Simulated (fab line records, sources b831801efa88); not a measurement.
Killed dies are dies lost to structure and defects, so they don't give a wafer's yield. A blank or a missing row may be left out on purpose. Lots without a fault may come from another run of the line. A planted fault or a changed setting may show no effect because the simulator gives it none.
Chamber matching | flow sky130 | SKY_VIA3_ETCH_14 on rie_diel-01: 4 sister chambers
The step etches BARC in N2/H2, stops on SiO2, time 45.9 s, target depth 60 nm. 20 wafers are shown with their chamber, then 10 later ones without.

WAFERS WITH THEIR CHAMBER
wafer  | chamber | drypump_motor_current_A (A) | throttle_valve_pct (%) | oes_product_au (a.u.)
L075.2 | 0       | 6.1                         | 13.220                 | 0.854
L075.3 | 2       | 5.5                         | 13.225                 | 0.850
L075.4 | 1       | 5.9                         | 13.211                 | 0.850
L076.4 | 2       | 5.6                         | 13.226                 | 0.866
L076.5 | 2       | 5.5                         | 13.227                 | 0.862
L076.6 | 1       | 5.9                         | 13.236                 | 0.857
L078.4 | 2       | 5.5                         | 13.233                 | 0.858
L078.5 | 3       | 5.1                         | 13.225                 | 0.862
L078.6 | 0       | 6.2                         | 13.231                 | 0.854
L082.1 | 3       | 5.1                         | 13.229                 | 0.851
L082.2 | 2       | 5.5                         | 13.227                 | 0.850
L082.5 | 2       | 5.5                         | 13.234                 | 0.856
L083.1 | 2       | 5.5                         | 13.218                 | 0.857
L083.5 | 2       | 5.5                         | 13.219                 | 0.857
L083.6 | 1       | 5.9                         | 13.228                 | 0.852
L086.2 | 1       | 5.9                         | 13.219                 | 0.855
L086.3 | 0       | 6.2                         | 13.233                 | 0.858
L086.4 | 2       | 5.5                         | 13.220                 | 0.858
L087.4 | 1       | 5.9                         | 13.207                 | 0.852
L087.5 | 3       | 5.1                         | 13.228                 | 0.853

SIGNATURES (means of the wafers above)
reading                 | chamber 0 | chamber 1 | chamber 2 | chamber 3 | scatter within a chamber
drypump_motor_current_A | 6.167     | 5.900     | 5.511     | 5.100     | 0.0312
throttle_valve_pct      | 13.22800  | 13.22020  | 13.22544  | 13.22733  | 0.00766
oes_product_au          | 0.85533   | 0.85320   | 0.85711   | 0.85533   | 0.00445
Rule: a wafer's distance from a chamber is the root of the sum, over the readings, of the square of ((its reading less the chamber's mean) divided by the reading's scatter). The wafer belongs to the nearest chamber; if the next one is less than 2 further off, it can't be placed. The scatter: the root of (the sum of the squares of (reading less its chamber's mean) over the shown wafers, divided by (wafers less chambers)).

WAFERS WITHOUT THEIR CHAMBER
wafer  | drypump_motor_current_A (A) | throttle_valve_pct (%) | oes_product_au (a.u.)
L087.6 | 5.5                         | 13.220                 | 0.856
L093.1 | 6.1                         | 13.217                 | 0.860
L093.2 | 5.9                         | 13.234                 | 0.857
L093.5 | 6.2                         | 13.217                 | 0.850
L092.2 | 5.9                         | 13.215                 | 0.858
L092.4 | 6.2                         | 13.235                 | 0.860
L092.5 | 5.1                         | 13.211                 | 0.844
L095.2 | 5.6                         | 13.226                 | 0.858
L095.3 | 5.9                         | 13.215                 | 0.856
L095.6 | 5.9                         | 13.201                 | 0.857

WHICH CHAMBER EACH WENT THROUGH
wafer  | from the rows above | in truth
L087.6 | 2                   | 2
L093.1 | 0                   | 0
L093.2 | 1                   | 1
L093.5 | 0                   | 0
L092.2 | 1                   | 1
L092.4 | 0                   | 0
L092.5 | 3                   | 3
L095.2 | 2                   | 2
L095.3 | 1                   | 1
L095.6 | 1                   | 1
Placed correctly: 10 of 10. Can't be placed from these rows: 0. Placed wrongly: 0.
